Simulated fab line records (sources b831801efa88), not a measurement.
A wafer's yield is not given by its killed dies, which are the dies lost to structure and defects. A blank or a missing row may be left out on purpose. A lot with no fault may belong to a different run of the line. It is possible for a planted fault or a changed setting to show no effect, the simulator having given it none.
fab line records	flow sky130
record lots=12	wafers=33	lastDay=50
route steps=708 shown LI_CONTACT@374 LOCAL_INTERCONNECT@399 PAD_OPEN@708
lots with no fault: from the same line, run without faults
startH: start of the lot's first displayed wafer, in hours after the record's first day	waitH: time in hours since the lot's previous step	" unchanged from the row above	L1.1+2: a single row standing in for several wafers	- no value, or no start was given	* or withheld: withheld	< > ~ a bound
route shown NAME@n: a module of which the file shows steps, and the number in the route of the first	usual: mean and standard deviation over wafers with no fault	same: alike in all rows	chamber/n: place in a boat	sites: the reading at each site	_std_site: standard deviation of those values	_edge_site: mean of outer sites minus mean of inner sites	radiusMm: how far each site lies from the wafer's centre	mask NAME#n: copy n	behind: the most recent tool/chamber to have shaped the wafer	hold: reason for holding the lot/hours on hold/outcome of the hold	device: which transistor (n, p or np) failed to switch	end of line: tests run on the same wafers once the route is complete	for a step that has no rows: nothing shown but its recipe	killed: at the first sort, the dies lost to defects and structure; wafer yield is something else	map: a wafer's dies, x killed, . not, _ none there
set.NAME: setting as actually run; set.NAME@STEP: the setting as run at that earlier step	model.NAME: the simulator's own value behind a step, which no gauge read
a sample of lots followed through the steps of the route, with each step as a table and each wafer as a row
services: when a tool's chamber went out of use (startH, in hours from the record's first day, below 0 if earlier), for how many hours, and the reason
## steps
# step SKY_LI_CONTACT_CD_MEAS_12
# recipe targetCdNm=170
# usual cdNm=170.0/1.3
lot.wafer	tool	chamber	startH	waitH	cdNm
L584.2	cdSem-02	-	708.36	-	167.5
L584.3	"	-	"	"	169.2
L584.5	"	-	"	"	169.0
L588.2	cdSem-02	-	755.72	-	170.8
L588.5	"	-	"	"	170.0
L591.4	cdSem-01	-	757.86	-	170.5
L591.5	"	-	"	"	168.1
L590.3	cdSem-02	-	758.44	-	172.8
L590.4	"	-	"	"	173.3
L590.5	"	-	"	"	174.2
L592.2	cdSem-02	-	769.68	-	168.1
L592.6	"	-	"	"	168.0
L595.1	cdSem-01	-	794.60	-	169.6
L595.4	"	-	"	"	170.6
L595.6	"	-	"	"	169.2
L597.3	cdSem-02	-	805.29	-	170.6
L597.4	"	-	"	"	169.8
L597.6	"	-	"	"	169.0
L598.2	cdSem-02	-	815.32	-	168.8
L598.4	"	-	"	"	167.8
L598.6	"	-	"	"	167.7
L599.1	cdSem-02	-	829.37	-	168.2
L599.2	"	-	"	"	169.1
L599.6	"	-	"	"	171.0
L602.2	cdSem-02	-	849.97	-	168.4
L602.4	"	-	"	"	168.0
L602.5	"	-	"	"	168.8
L603.1	cdSem-02	-	853.90	-	170.6
L603.3	"	-	"	"	171.4
L603.4	"	-	"	"	170.0
L604.2	cdSem-01	-	855.82	-	169.5
L604.3	"	-	"	"	168.3
L604.4	"	-	"	"	169.6
# step SKY_LI_CONTACT_OVL_MEAS_13
# usual LI_CONTACT_OVL=-1/6.3
lot.wafer	tool	chamber	startH	waitH	LI_CONTACT_OVL[nm]
L584.2	overlay-01	-	708.47	0.1	-2
L584.3	"	-	"	"	-1
L584.5	"	-	"	"	0
L588.2	overlay-02	-	755.82	0.1	10
L588.5	"	-	"	"	-4
L591.4	overlay-01	-	757.94	0.1	-2
L591.5	"	-	"	"	0
L590.3	overlay-02	-	758.54	0.1	-3
L590.4	"	-	"	"	-3
L590.5	"	-	"	"	-9
L592.2	overlay-02	-	769.79	0.1	5
L592.6	"	-	"	"	3
L595.1	overlay-02	-	794.72	0.1	-3
L595.4	"	-	"	"	-9
L595.6	"	-	"	"	-7
L597.3	overlay-02	-	805.38	0.1	-11
L597.4	"	-	"	"	-11
L597.6	"	-	"	"	-7
L598.2	overlay-01	-	815.43	0.1	-13
L598.4	"	-	"	"	-17
L598.6	"	-	"	"	-12
L599.1	overlay-01	-	829.49	0.1	-2
L599.2	"	-	"	"	-8
L599.6	"	-	"	"	-8
L602.2	overlay-01	-	850.07	0.1	6
L602.4	"	-	"	"	6
L602.5	"	-	"	"	8
L603.1	overlay-02	-	854.02	0.1	3
L603.3	"	-	"	"	0
L603.4	"	-	"	"	-6
L604.2	overlay-01	-	855.93	0.1	-1
L604.3	"	-	"	"	-1
L604.4	"	-	"	"	0
# step SKY_LI_CONTACT_ETCH_14
# recipe chemistry=N2/H2	target=BARC	ionEnergyEv=200	sourceW=500	biasW=100	pressureMtorr=30	n2FlowSccm=100	h2FlowSccm=200	stopOn=SiO2	timeS=45.9	targetDepthA=600
# usual chamberPressureMTorr=30.002/0.03	drypumpMotorCurrentA=5.8/0.43	oesProductAu=0.854/0.0047	runLengthS=74.2/0.43	throttleValvePct=13.225/0.0089
lot.wafer	tool	chamber	startH	waitH	chamberPressureMTorr	drypumpMotorCurrentA	oesProductAu	rfHoursCounterH	runLengthS	throttleValvePct
L584.2	rieDiel-04	2	708.50	0.0	30.000	5.7	0.852	1	73.1	13.224
L584.3	"	1	"	"	29.965	5.9	0.855	2	74.4	13.213
L584.5	"	0	"	"	30.033	6.3	0.848	-	74.3	13.230
L588.2	rieDiel-02	0	755.85	0.0	30.025	5.4	0.850	7	73.8	13.221
L588.5	"	2	"	"	30.039	5.7	0.994	-	53.3	13.255
L591.4	rieDiel-02	3	757.95	0.0	30.032	6.2	0.857	5	74.1	13.216
L591.5	"	1	"	"	30.014	5.3	0.988	-	54.1	13.248
L590.3	rieDiel-03	0	758.56	0.0	29.982	6.2	0.852	10	74.1	13.230
L590.4	"	2	"	"	30.020	6.3	0.850	37	73.8	13.241
L590.5	"	0	"	"	30.009	6.2	0.849	-	73.8	13.232
L592.2	rieDiel-02	3	769.82	0.0	30.002	6.2	0.861	5	74.2	13.238
L592.6	"	0	"	"	29.965	5.4	0.994	-	53.4	13.245
L595.1	rieDiel-03	2	794.75	0.0	30.006	6.3	0.853	38	74.0	13.213
L595.4	"	3	"	"	29.981	5.2	0.852	10	75.3	13.220
L595.6	"	2	"	"	29.979	6.3	0.850	-	74.0	13.231
L597.3	rieDiel-04	0	805.40	0.0	30.050	6.3	0.850	15	74.1	13.214
L597.4	"	3	"	"	30.050	5.3	0.856	17	74.8	13.226
L597.6	"	0	"	"	30.004	6.3	0.846	-	73.8	13.226
L598.2	rieDiel-04	2	815.46	0.0	30.079	5.7	0.862	4	73.3	13.236
L598.4	"	0	"	"	29.966	6.3	0.848	16	73.9	13.217
L598.6	"	3	"	"	29.962	5.3	0.863	-	74.4	13.227
L599.1	rieDiel-02	0	829.53	0.0	29.988	5.4	0.845	8	74.1	13.223
L599.2	"	3	"	"	29.956	6.2	0.871	7	74.4	13.226
L599.6	"	2	"	"	29.972	5.7	0.856	-	73.8	13.221
L602.2	rieDiel-02	3	850.10	0.0	29.924	6.1	0.860	7	73.9	13.213
L602.4	"	1	"	"	29.996	5.3	0.852	19	74.4	13.219
L602.5	"	2	"	"	29.981	5.7	0.856	-	73.7	13.224
L603.1	rieDiel-02	1	854.05	0.0	30.048	5.3	0.850	20	74.3	13.221
L603.3	"	2	"	"	29.967	5.7	0.849	12	73.9	13.218
L603.4	"	3	"	"	30.011	6.2	0.860	7	74.1	13.230
L604.2	rieDiel-02	1	855.96	0.0	29.989	5.3	0.851	20	74.7	13.220
L604.3	"	0	"	"	29.954	5.4	0.849	9	74.2	13.234
L604.4	"	3	"	"	29.994	6.2	0.856	7	74.2	13.225
# step SKY_LI_CONTACT_STRIP_16
# recipe chemistry=O2/N2	powerW=1400	pressureMtorr=1500	platenTempC=withheld	o2FlowSccm=3000	n2FlowSccm=300	overashFraction=0.5
# usual chamberPressureMTorr=1500.1/1.3	drypumpMotorCurrentA=5.5/0.44	oesProductAu=0.376/0.0044	stripTimeToEndpointS=3.50/0.033
lot.wafer	tool	chamber	startH	waitH	chamberPressureMTorr	drypumpMotorCurrentA	oesProductAu	rfHoursCounterH	stripTimeToEndpointS
L584.2	plasmaAsher-02	0	708.63	-	1497.2	5.1	0.373	100	3.42
L584.3	"	0	"	"	1500.5	5.0	0.370	-	3.49
L584.5	"	0	"	"	1498.6	5.1	0.373	-	3.48
L588.2	plasmaAsher-02	1	755.98	-	1501.3	5.7	0.370	1	3.55
L588.5	"	1	"	"	1501.9	5.7	0.383	-	3.71
L591.4	plasmaAsher-04	0	758.12	-	1501.6	5.1	0.378	-	3.48
L591.5	"	1	"	"	1500.5	5.9	0.386	-	3.70
L590.3	plasmaAsher-01	0	758.72	-	1499.7	6.1	0.372	-	3.52
L590.4	"	1	"	"	1499.2	5.0	0.379	-	3.48
L590.5	"	0	"	"	1500.3	6.1	0.371	-	3.52
L592.2	plasmaAsher-01	0	769.95	-	1501.8	6.1	0.381	32	3.50
L592.6	"	0	"	"	1500.5	6.1	0.396	-	3.74
L595.1	plasmaAsher-02	1	794.88	-	1500.1	5.7	0.378	5	3.48
L595.4	"	1	"	"	1497.4	5.8	0.381	-	3.58
L595.6	"	0	"	"	1498.6	5.0	0.377	-	3.51
L597.3	plasmaAsher-01	1	805.57	-	1501.7	5.0	0.375	-	3.48
L597.4	"	0	"	"	1500.3	6.1	0.382	-	3.46
L597.6	"	1	"	"	1500.9	5.0	0.369	-	3.48
L598.2	plasmaAsher-04	0	815.59	-	1501.5	5.1	0.370	102	3.45
L598.4	"	0	"	"	1500.5	5.1	0.378	-	3.51
L598.6	"	1	"	"	1498.6	5.8	0.373	-	3.49
L599.1	plasmaAsher-04	1	829.66	-	1499.8	5.9	0.372	103	3.52
L599.2	"	0	"	"	1500.7	5.1	0.373	103	3.46
L599.6	"	0	"	"	1499.0	5.1	0.376	-	3.48
L602.2	plasmaAsher-01	0	850.23	-	1498.9	6.1	0.373	40	3.48
L602.4	"	1	"	"	1498.3	5.0	0.375	-	3.49
L602.5	"	0	"	"	1500.7	6.1	0.379	-	3.51
L603.1	plasmaAsher-01	1	854.18	-	1501.5	5.0	0.378	40	3.48
L603.3	"	1	"	"	1498.3	5.0	0.380	-	3.50
L603.4	"	0	"	"	1498.2	6.1	0.374	-	3.48
L604.2	plasmaAsher-02	1	856.09	-	1498.8	5.7	0.385	10	3.49
L604.3	"	0	"	"	1502.2	5.0	0.373	-	3.49
L604.4	"	1	"	"	1500.5	5.7	0.369	-	3.48
# step SKY_LOCAL_INTERCONNECT_OVL_MEAS_12
# usual LOCAL_INTERCONNECT_OVL=2/5.5
lot.wafer	tool	chamber	startH	waitH	LOCAL_INTERCONNECT_OVL[nm]
L584.2	overlay-01	-	738.49	0.1	-3
L584.3	"	-	"	"	2
L584.5	"	-	"	"	4
L588.2	overlay-02	-	784.09	0.1	-4
L588.5	"	-	"	"	-5
L591.4	overlay-02	-	785.85	0.1	-4
L591.5	"	-	"	"	-5
L590.3	overlay-01	-	787.40	0.1	-3
L590.4	"	-	"	"	-4
L590.5	"	-	"	"	-3
L592.2	overlay-02	-	798.53	0.1	-3
L592.6	"	-	"	"	4
L595.1	overlay-02	-	822.58	0.1	0
L595.4	"	-	"	"	0
L595.6	"	-	"	"	0
L597.3	overlay-02	-	834.30	0.1	-1
L597.4	"	-	"	"	-1
L597.6	"	-	"	"	0
L598.2	overlay-02	-	844.48	0.1	5
L598.4	"	-	"	"	-1
L598.6	"	-	"	"	11
L599.1	overlay-02	-	857.88	0.1	-2
L599.2	"	-	"	"	2
L599.6	"	-	"	"	2
L602.2	overlay-02	-	877.59	0.1	-1
L602.4	"	-	"	"	-2
L602.5	"	-	"	"	0
L603.1	overlay-02	-	881.49	0.1	3
L603.3	"	-	"	"	3
L603.4	"	-	"	"	1
L604.2	overlay-01	-	883.69	0.1	1
L604.3	"	-	"	"	-1
L604.4	"	-	"	"	3
# step SKY_PAD_OPEN_PROBE_99
# usual killed_at_M0_to_M3=43/6.6	killed_at_M4_up=2.9/1.6	killedAtContacts=24/4.9	killedAtFrontEnd=15/4.5	killedAtOther=0.2/0.45	killedDies=86/8.8	killedOnRim=16/4.2	killedOpen=48/6.4	killedShort=38/5.6
# same grossDies=492	killedAtBackSide=0
lot.wafer	tool	chamber	startH	waitH	killed_at_M0_to_M3	killed_at_M4_up	killedAtContacts	killedAtFrontEnd	killedAtOther	killedDies	killedOnRim	killedOpen	killedShort
L584.2	prober-02	-	1102.99	0.1	42	6	19	11	0	78	14	46	32
L584.3	prober-02	-	1103.04	0.2	44	0	27	21	0	92	18	55	37
L584.5	prober-02	-	1103.14	0.2	42	6	11	9	1	69	13	36	33
L588.2	prober-01	-	1136.98	0.1	41	4	30	15	0	90	20	46	44
L588.5	prober-01	-	1137.13	0.2	42	1	24	21	0	88	21	45	43
L591.4	prober-02	-	1140.18	0.2	42	1	19	21	0	83	18	46	37
L591.5	prober-02	-	1140.23	0.2	44	2	27	13	0	86	9	56	30
L590.3	prober-01	-	1141.39	0.2	40	3	32	13	0	88	14	50	38
L590.4	prober-01	-	1141.44	0.2	42	0	18	12	0	72	13	36	36
L590.5	prober-01	-	1141.49	0.2	35	3	24	20	1	83	13	44	39
L592.2	prober-02	-	1149.63	0.1	42	4	24	15	0	85	21	54	31
L592.6	prober-02	-	1149.83	0.2	42	3	30	15	1	91	17	46	45
L595.1	prober-02	-	1162.78	0.1	42	2	30	16	0	90	12	51	39
L595.4	prober-02	-	1162.93	0.2	40	3	29	15	0	87	17	47	40
L595.6	prober-02	-	1163.03	0.2	41	0	19	15	0	75	15	35	40
L597.3	prober-02	-	1172.22	0.2	45	1	35	22	0	103	23	59	44
L597.4	prober-02	-	1172.27	0.2	55	3	25	20	0	103	18	43	60
L597.6	prober-02	-	1172.37	0.2	41	1	29	14	0	85	13	47	38
L598.2	prober-01	-	1178.73	0.1	39	5	20	16	0	80	18	46	34
L598.4	prober-01	-	1178.83	0.2	51	2	18	19	0	90	17	58	32
L598.6	prober-01	-	1178.93	0.2	52	2	17	11	0	82	19	49	33
L599.1	prober-02	-	1186.13	0.1	45	3	22	15	0	85	18	41	44
L599.2	prober-02	-	1186.18	0.1	50	6	19	17	1	93	19	49	44
L599.6	prober-02	-	1186.38	0.2	42	3	25	17	0	87	13	46	41
L602.2	prober-01	-	1202.89	0.1	29	5	26	7	0	67	11	40	27
L602.4	prober-01	-	1202.99	0.2	39	2	33	13	0	87	16	45	42
L602.5	prober-01	-	1203.04	0.2	40	5	29	4	0	78	13	41	37
L603.1	prober-02	-	1203.78	0.1	51	4	35	14	0	104	21	58	46
L603.3	prober-02	-	1203.88	0.2	43	7	25	16	0	91	14	50	41
L603.4	prober-02	-	1203.93	0.2	32	3	26	15	0	76	15	39	37
L604.2	prober-01	-	1204.85	0.1	37	5	23	17	0	82	22	49	33
L604.3	prober-01	-	1204.90	0.2	46	2	24	11	0	83	22	47	36
L604.4	prober-01	-	1204.95	0.2	37	2	20	19	0	78	12	42	36
# killed by level:class
L584.2 VIA1:geometricParticle:open=13 LI_CONTACT:geometricParticle:open=10 METAL1:geometricParticle:short=6 METAL2:geometricParticle:short=5 VIA2:geometricParticle:open=5 POLY_GATE:geometricParticle:open=4 CONTACT:geometricParticle:open=4 METAL4:geometricParticle:short=4
L584.3 LI_CONTACT:geometricParticle:open=10 VIA1:geometricParticle:open=10 CONTACT:geometricParticle:open=9 POLY_GATE:geometricParticle:short=8 VIA3:geometricParticle:open=6 VIA3:geometricParticle:short=6 VIA2:geometricParticle:open=6 POLY_GATE:geometricParticle:open=5
L584.5 VIA1:geometricParticle:open=9 METAL2:geometricParticle:short=5 METAL3:geometricParticle:short=5 VIA2:geometricParticle:open=5 VIA3:geometricParticle:open=5 METAL4:geometricParticle:short=5 LI_CONTACT:geometricParticle:open=4 CONTACT:geometricParticle:open=4
L588.2 CONTACT:geometricParticle:open=12 CONTACT:geometricParticle:short=7 FIELD_ISO:geometricParticle:open=6 VIA1:geometricParticle:open=6 VIA3:geometricParticle:open=6 VIA2:geometricParticle:open=5 METAL1:geometricParticle:short=5 LI_CONTACT:geometricParticle:open=4
L588.5 FIELD_ISO:geometricParticle:short=8 LI_CONTACT:geometricParticle:open=7 VIA2:geometricParticle:open=7 VIA3:geometricParticle:open=6 CONTACT:geometricParticle:short=6 CONTACT:geometricParticle:open=5 VIA1:geometricParticle:short=5 FIELD_ISO:geometricParticle:open=4
L591.4 VIA2:geometricParticle:open=10 LI_CONTACT:geometricParticle:open=9 METAL1:geometricParticle:short=6 POLY_GATE:geometricParticle:open=5 POLY_GATE:geometricParticle:short=5 LOCAL_INTERCONNECT:geometricParticle:short=5 VIA3:geometricParticle:open=5 FIELD_ISO:geometricParticle:open=4
L591.5 VIA1:geometricParticle:open=15 CONTACT:geometricParticle:open=11 LI_CONTACT:geometricParticle:open=8 METAL3:geometricParticle:short=5 METAL1:geometricParticle:short=5 VIA2:geometricParticle:open=5 FIELD_ISO:geometricParticle:open=4 VIA3:geometricParticle:open=4
L590.3 LI_CONTACT:geometricParticle:open=11 CONTACT:geometricParticle:open=10 VIA1:geometricParticle:open=9 FIELD_ISO:geometricParticle:open=8 VIA1:geometricParticle:short=6 VIA3:geometricParticle:short=4 LI_CONTACT:geometricParticle:short=4 METAL1:geometricParticle:short=4
L590.4 LI_CONTACT:geometricParticle:open=8 VIA1:geometricParticle:open=8 METAL1:geometricParticle:short=7 VIA3:geometricParticle:short=5 LI_CONTACT:geometricParticle:short=4 CONTACT:geometricParticle:open=4 VIA2:geometricParticle:open=4 VIA3:geometricParticle:open=4
L590.5 CONTACT:geometricParticle:open=13 VIA1:geometricParticle:open=12 FIELD_ISO:geometricParticle:short=7 VIA1:geometricParticle:short=5 METAL3:geometricParticle:short=5 FIELD_ISO:geometricParticle:open=4 LOCAL_INTERCONNECT:geometricParticle:short=4 CONTACT:geometricParticle:short=4
L592.2 VIA1:geometricParticle:open=13 CONTACT:geometricParticle:open=10 LI_CONTACT:geometricParticle:open=10 METAL1:geometricParticle:short=7 POLY_GATE:geometricParticle:open=6 VIA2:geometricParticle:open=5 VIA1:geometricParticle:short=4 FIELD_ISO:geometricParticle:open=3
L592.6 VIA1:geometricParticle:open=14 CONTACT:geometricParticle:open=13 POLY_GATE:geometricParticle:short=7 CONTACT:geometricParticle:short=6 LOCAL_INTERCONNECT:geometricParticle:short=6 VIA2:geometricParticle:open=6 FIELD_ISO:geometricParticle:short=5 VIA3:geometricParticle:short=5
L595.1 CONTACT:geometricParticle:open=13 VIA1:geometricParticle:open=9 CONTACT:geometricParticle:short=8 FIELD_ISO:geometricParticle:open=7 VIA3:geometricParticle:open=7 METAL1:geometricParticle:short=6 METAL2:geometricParticle:short=5 VIA2:geometricParticle:open=5
L595.4 CONTACT:geometricParticle:open=14 METAL2:geometricParticle:short=10 VIA1:geometricParticle:open=9 VIA2:geometricParticle:open=6 VIA3:geometricParticle:open=6 FIELD_ISO:geometricParticle:short=5 LI_CONTACT:geometricParticle:open=5 METAL1:geometricParticle:short=5
L595.6 VIA1:geometricParticle:short=8 METAL1:geometricParticle:short=7 CONTACT:geometricParticle:open=6 VIA2:geometricParticle:open=6 VIA3:geometricParticle:short=5 LOCAL_INTERCONNECT:geometricParticle:short=5 FIELD_ISO:geometricParticle:open=4 FIELD_ISO:geometricParticle:short=4
L597.3 CONTACT:geometricParticle:open=17 VIA1:geometricParticle:open=10 METAL1:geometricParticle:short=8 FIELD_ISO:geometricParticle:open=6 LI_CONTACT:geometricParticle:open=6 VIA3:geometricParticle:open=6 FIELD_ISO:geometricParticle:short=5 CONTACT:geometricParticle:short=5
L597.4 VIA3:geometricParticle:open=11 VIA1:geometricParticle:open=10 CONTACT:geometricParticle:short=8 POLY_GATE:geometricParticle:short=7 LI_CONTACT:geometricParticle:open=6 METAL1:geometricParticle:short=6 METAL2:geometricParticle:short=6 FIELD_ISO:geometricParticle:open=5
L597.6 LI_CONTACT:geometricParticle:open=9 CONTACT:geometricParticle:open=8 VIA1:geometricParticle:open=8 VIA3:geometricParticle:open=8 CONTACT:geometricParticle:short=5 VIA1:geometricParticle:short=5 FIELD_ISO:geometricParticle:short=4 LOCAL_INTERCONNECT:geometricParticle:short=4
L598.2 VIA1:geometricParticle:open=8 VIA3:geometricParticle:open=7 LI_CONTACT:geometricParticle:open=6 CONTACT:geometricParticle:open=6 METAL2:geometricParticle:short=6 CONTACT:geometricParticle:short=5 VIA2:geometricParticle:open=5 FIELD_ISO:geometricParticle:open=4
L598.4 VIA1:geometricParticle:open=20 CONTACT:geometricParticle:open=9 FIELD_ISO:geometricParticle:open=6 POLY_GATE:geometricParticle:short=6 LI_CONTACT:geometricParticle:open=5 METAL2:geometricParticle:short=5 METAL1:geometricParticle:short=5 VIA3:geometricParticle:open=5
L598.6 VIA1:geometricParticle:open=13 VIA2:geometricParticle:open=9 LI_CONTACT:geometricParticle:open=7 VIA1:geometricParticle:short=6 METAL2:geometricParticle:short=6 VIA3:geometricParticle:open=6 CONTACT:geometricParticle:open=5 LOCAL_INTERCONNECT:geometricParticle:short=4
L599.1 VIA1:geometricParticle:open=12 CONTACT:geometricParticle:open=6 VIA3:geometricParticle:open=6 METAL1:geometricParticle:short=5 FIELD_ISO:geometricParticle:short=5 LI_CONTACT:geometricParticle:open=5 VIA1:geometricParticle:short=5 LI_CONTACT:geometricParticle:short=4
L599.2 VIA1:geometricParticle:open=9 CONTACT:geometricParticle:open=8 VIA2:geometricParticle:open=8 METAL2:geometricParticle:short=7 LI_CONTACT:geometricParticle:open=6 VIA1:geometricParticle:short=5 VIA3:geometricParticle:short=5 VIA3:geometricParticle:open=5
L599.6 VIA1:geometricParticle:open=9 CONTACT:geometricParticle:open=8 VIA2:geometricParticle:open=8 FIELD_ISO:geometricParticle:short=7 CONTACT:geometricParticle:short=6 VIA1:geometricParticle:short=6 VIA3:geometricParticle:open=6 LI_CONTACT:geometricParticle:open=4
L602.2 LI_CONTACT:geometricParticle:open=9 CONTACT:geometricParticle:open=7 VIA2:geometricParticle:open=5 VIA3:geometricParticle:open=5 LOCAL_INTERCONNECT:geometricParticle:short=4 METAL4:geometricParticle:short=4 VIA1:geometricParticle:short=4 METAL2:geometricParticle:short=4
L602.4 CONTACT:geometricParticle:open=10 CONTACT:geometricParticle:short=9 VIA1:geometricParticle:open=9 VIA1:geometricParticle:short=7 METAL1:geometricParticle:short=6 VIA2:geometricParticle:open=6 VIA3:geometricParticle:open=6 LI_CONTACT:geometricParticle:open=5
L602.5 CONTACT:geometricParticle:open=14 VIA1:geometricParticle:open=8 METAL2:geometricParticle:short=8 CONTACT:geometricParticle:short=6 VIA2:geometricParticle:open=5 METAL4:geometricParticle:short=5 LI_CONTACT:geometricParticle:open=4 METAL1:geometricParticle:short=4
L603.1 CONTACT:geometricParticle:open=16 VIA1:geometricParticle:open=11 VIA1:geometricParticle:short=8 LI_CONTACT:geometricParticle:open=7 METAL1:geometricParticle:short=6 LI_CONTACT:geometricParticle:short=5 METAL3:geometricParticle:short=5 VIA2:geometricParticle:open=5
L603.3 VIA2:geometricParticle:open=10 CONTACT:geometricParticle:open=7 VIA1:geometricParticle:open=7 METAL2:geometricParticle:short=7 CONTACT:geometricParticle:short=6 VIA3:geometricParticle:open=5 METAL4:geometricParticle:short=5 FIELD_ISO:geometricParticle:open=4
L603.4 POLY_GATE:geometricParticle:open=8 LI_CONTACT:geometricParticle:open=7 METAL2:geometricParticle:short=7 LI_CONTACT:geometricParticle:short=6 CONTACT:geometricParticle:open=6 VIA1:geometricParticle:open=6 VIA1:geometricParticle:short=5 LOCAL_INTERCONNECT:geometricParticle:short=5
L604.2 VIA3:geometricParticle:open=9 LI_CONTACT:geometricParticle:open=8 CONTACT:geometricParticle:open=8 POLY_GATE:geometricParticle:short=6 VIA1:geometricParticle:open=6 VIA2:geometricParticle:open=5 METAL1:geometricParticle:short=5 FIELD_ISO:geometricParticle:short=4
L604.3 LI_CONTACT:geometricParticle:open=10 VIA1:geometricParticle:open=10 VIA3:geometricParticle:open=8 VIA2:geometricParticle:open=6 VIA2:geometricParticle:short=6 VIA3:geometricParticle:short=5 FIELD_ISO:geometricParticle:open=4 METAL2:geometricParticle:short=4
L604.4 CONTACT:geometricParticle:open=10 METAL1:geometricParticle:short=8 METAL2:geometricParticle:short=7 VIA1:geometricParticle:open=6 VIA2:geometricParticle:open=6 FIELD_ISO:geometricParticle:short=5 POLY_GATE:geometricParticle:open=5 LOCAL_INTERCONNECT:geometricParticle:short=5
## services
tool	chamber	startH	hours	kind
plasmaAsher-02	-	698.84	2.2	repair
plasmaAsher-04	-	703.91	2.8	pm
rieDiel-02	3	724.93	6.5	repair
plasmaAsher-02	-	733.75	9.0	pm
plasmaAsher-02	0	733.75	9.0	ventCycle
plasmaAsher-02	1	733.75	9.0	ventCycle
plasmaAsher-01	-	735.68	1.2	repair
rieDiel-02	0	742.45	4.2	repair
plasmaAsher-02	0	742.75	-	clean
plasmaAsher-02	1	742.75	-	clean
rieDiel-03	-	749.70	0.8	repair
plasmaAsher-02	-	762.01	2.1	repair
rieDiel-04	2	771.75	20.0	repair
rieDiel-02	-	795.79	0.6	repair
rieDiel-03	-	796.76	0.3	repair
rieDiel-03	2	801.25	-	clean
rieDiel-03	2	801.25	12.5	scheduledDown
rieDiel-03	2	801.25	12.5	ventCycle
rieDiel-02	-	815.16	4.3	pm
rieDiel-03	1	818.20	15.2	repair
rieDiel-04	3	821.34	12.6	repair
plasmaAsher-02	-	844.87	4.4	repair
rieDiel-03	1	855.68	4.3	repair
## key
firstSign step=SKY_LI_CONTACT_ETCH_14	reading=runLengthS	direction=down	sigmas=48	usual=*	struck=*
effect step=SKY_LI_CONTACT_ETCH_14	reading=oesProductAu	direction=up	sigmas=29	usual=0.854	struck=0.992
effect step=SKY_LI_CONTACT_STRIP_16	reading=stripTimeToEndpointS	direction=up	sigmas=6.5	usual=*	struck=*
metAt SKY_LI_CONTACT_ETCH_14
struckLots L588,L591,L592
struckWafers L588.5,L591.5,L592.6
testerLeftOut L588,L591,L592
notActingAt SKY_LI_CONTACT_CD_MEAS_12,SKY_LI_CONTACT_OVL_MEAS_13,SKY_LOCAL_INTERCONNECT_OVL_MEAS_12
fault kind=processParameterDrift	tool=rieDiel-02	chamber=-	onsetH=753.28	steps=SKY_LI_CONTACT_ETCH_14	channel=timeS	offset=*	shape=step	endH=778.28	scope=struckWafersOnly	actsIn=*	stated=*
# testerLeftOut: of these lots the tester's yield and bins aren't shown, on N5 and GAA mostly nor the transistor test; their killed dies are dies lost to structure and defects alone, not to doping, threshold or leakage, so they don't give the yield
